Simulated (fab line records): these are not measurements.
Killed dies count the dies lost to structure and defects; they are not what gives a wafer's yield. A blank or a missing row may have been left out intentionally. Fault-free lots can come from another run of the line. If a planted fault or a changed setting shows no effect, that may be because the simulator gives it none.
Struck lot and sound lot, side by side -- flow sky130 -- 18 out of 708 route steps
Sound: these wafers, L491.1, L491.2, L491.3. The struck wafers were L494.3, L494.4, L494.6. The cause is named last.
For every step that has rows: the tool of each side, followed by ch and its chambers, followed by its first start. Under that, the readings that differ: sound wafers -- struck wafers -- difference of the means -- sigmas: that difference in standard deviations of wafers without a fault.
alike: readings with means less than 2 such deviations apart, plus words and numbers identical on both sides. not compared: withheld readings, readings lacking a value on some wafer, bounds such as >300 that could conceal the same value, and numbers that have no deviation in the record and whose values overlap.
Wherever a step has rows on one side only, a row that says differs or no value, or a row with sigmas, the two part there. Numbers that don't overlap but have no deviation are shown without sigmas and don't part them. Lack of a reading on every wafer of one side parts them only where that side has two or more wafers.

first, 1 step without rows for these wafers: SKY_VT_ADJUST_PCH_IMPLANT_08.
SKY_VT_ADJUST_PCH_STRIP_09: strips in O2/N2.
  sound on plasmaAsher-04 ch 0,1, day 11 03:07; struck on plasmaAsher-04 ch 0,1, day 11 22:01
  alike: drypumpMotorCurrentA, oesProductAu, stripTimeToEndpointS
  not compared: rfHoursCounterH
SKY_VT_ADJUST_PCH_TW_MEAS_10:
  sound on filmMetro-01, day 11 03:13; struck on filmMetro-02, day 11 22:06
  alike: VT_ADJUST_PCH_TW
then, 7 steps without rows for these wafers: SKY_SONOS_TUNNEL_DEHYDRATE_00 (time 60 s); SKY_SONOS_TUNNEL_HMDS_01 (prime time 60 s); SKY_SONOS_TUNNEL_COAT_02 (resist thk 1140 nm); SKY_SONOS_TUNNEL_SOFTBAKE_03 (time 60 s); SKY_SONOS_TUNNEL_EXPOSE_04 (exposes mask TUNM, target cd 410 nm); SKY_SONOS_TUNNEL_PEB_05; SKY_SONOS_TUNNEL_DEVELOP_06 (develop time 60 s).
SKY_SONOS_TUNNEL_CD_MEAS_07: the cd target is 410 nm.
  sound on cdSem-01, day 12 03:20; struck on cdSem-01, day 12 22:09
  alike: cdNm
SKY_SONOS_TUNNEL_OVL_MEAS_08:
  sound on overlay-01, day 12 03:28; struck on overlay-01, day 12 22:14
  alike: SONOS_TUNNEL_OVL
SKY_SONOS_TUNNEL_IMPLANT_09:
  sound on implanter-03 ch 0, day 12 03:29; struck on implanter-01 ch 0, day 12 22:19
reading,sound,struck,difference,sigmas
doseIonsCm2,9.996e+11 9.99e+11 9.992e+11,6.159e+11 6.156e+11 6.155e+11,-3.836e+11,-99 or more
faradayCurrentUA,5.41 5.61 5.52,3.49 3.55 3.32,-2.06,-19
then, 2 steps without rows for these wafers: SKY_SONOS_TUNNEL_WET_ETCH_10 (etches SiO2 in dHF, target depth 14 nm, time 280 s); SKY_SONOS_TUNNEL_STRIP_11 (strips in SPM, time 600 s).
SKY_SONOS_TUNNEL_TW_MEAS_12:
  sound on filmMetro-03, day 12 03:56; struck on filmMetro-04, day 12 22:43
reading,sound,struck,difference,sigmas
SONOS_TUNNEL_TW,194.6 195.2 195.5,171.6 173.1 172.3,-22.8,-19
then, 1 step without rows for these wafers: SKY_SONOS_TUNNEL_CLEAN_13 (cleans in dHF, time 20 s).
-- here the record skips 35 days between the struck wafers' starts before and after, leaving off in module SONOS_TUNNEL and picking up in module PAD_OPEN (first step shown: number 708 of the route) --
SKY_PAD_OPEN_PROBE_99:
  sound on prober-01, day 46 15:38; struck on prober-02, day 47 16:26
reading,sound,struck,difference,sigmas
killedOpen,48 56 58,27 48 45,-14,-2
model.etest.sonosUncharged.rOnOhmUm,821.4 827.5 808.3,780.6 796.9 772.5,-35.7,
model.etest.sonosProgrammed.offLog10AUm,-14.06 -13.88 -13.94,-12.51 -13.25 -12.37,+1.25,
model.etest.sonosBaked.vtV (V),0.9715 0.945 0.9777,0.7591 0.8414 0.8144,-0.1598,
model.etest.sonosUncharged.vtV (V),-0.4131 -0.414 -0.4371,-0.5634 -0.5234 -0.5314,-0.1180,
model.etest.sonosErased.vtV (V),-2.35 -2.362 -2.37,-2.384 -2.447 -2.428,-0.059,
  alike: killed_at_M0_to_M3, killed_at_M4_up, killedAtContacts, killedAtFrontEnd, killedAtOther, killedDies, killedShort

WHERE THEY PART
First at SKY_SONOS_TUNNEL_IMPLANT_09; last, within this record, at SKY_PAD_OPEN_PROBE_99.

WHY: what the simulator had put in
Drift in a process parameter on implanter-01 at SKY_SONOS_TUNNEL_IMPLANT_09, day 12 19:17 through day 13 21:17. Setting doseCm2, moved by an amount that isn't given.
